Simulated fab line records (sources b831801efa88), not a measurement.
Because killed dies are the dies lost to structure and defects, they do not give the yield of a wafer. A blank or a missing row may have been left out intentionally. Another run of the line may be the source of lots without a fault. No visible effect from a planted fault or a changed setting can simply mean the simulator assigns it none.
Chamber matching | flow gf180mcu | GF_CONTACT_CVD_02 on pecvd-02 has 3 sister chambers
The step deposits SiO2 from TEOS, target thk 860 nm, time 95.992 s. 14 wafers are shown with their chamber, then 7 later ones without.

WAFERS, EACH WITH ITS CHAMBER
wafer  | chamber | heater-power-w (W)
L620.3 | 1       | 631
L620.4 | 1       | 652
L620.5 | 0       | 691
L625.1 | 1       | 555
L625.3 | 2       | 540
L625.6 | 0       | 573
L626.2 | 0       | 666
L626.3 | 1       | 615
L626.6 | 0       | 712
L632.2 | 1       | 585
L632.3 | 2       | 675
L632.4 | 0       | 699
L639.2 | 0       | 709
L639.4 | 0       | 592

SIGNATURES, as means of the wafers listed above
reading        | chamber 0 | chamber 1 | chamber 2 | scatter within a chamber
heater-power-w | 663.14    | 607.60    | 607.50    | 56.2
Rule: a wafer lies at a distance from a chamber equal to the root of the sum of squares, over the readings, of (its reading less the chamber's mean, divided by the reading's scatter). If the next closest chamber is less than 2 further off than the closest, the wafer can't be placed; otherwise it belongs to the closest. How the scatter is found: for the shown wafers, subtract from each reading the mean of its chamber, square and add these, divide the total by (wafers less chambers), then take the root.

WAFERS WITH NO CHAMBER GIVEN
wafer  | heater-power-w (W)
L639.5 | 559
L640.2 | 690
L640.4 | 677
L640.5 | 552
L641.3 | 641
L641.4 | 506
L641.6 | 578

WHICH CHAMBER EACH WENT THROUGH
wafer  | from the rows above          | in truth
L639.5 | can't be placed: 2 or 1 or 0 | 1
L640.2 | can't be placed: 0 or 1 or 2 | 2
L640.4 | can't be placed: 0 or 1 or 2 | 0
L640.5 | can't be placed: 2 or 1 or 0 | 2
L641.3 | can't be placed: 0 or 1 or 2 | 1
L641.4 | can't be placed: 2 or 1 or 0 | 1
L641.6 | can't be placed: 2 or 1 or 0 | 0
0 of 7 placed correctly. Unplaceable from these rows: 7, with the true chamber sitting among the candidates in 7. 0 placed wrongly.
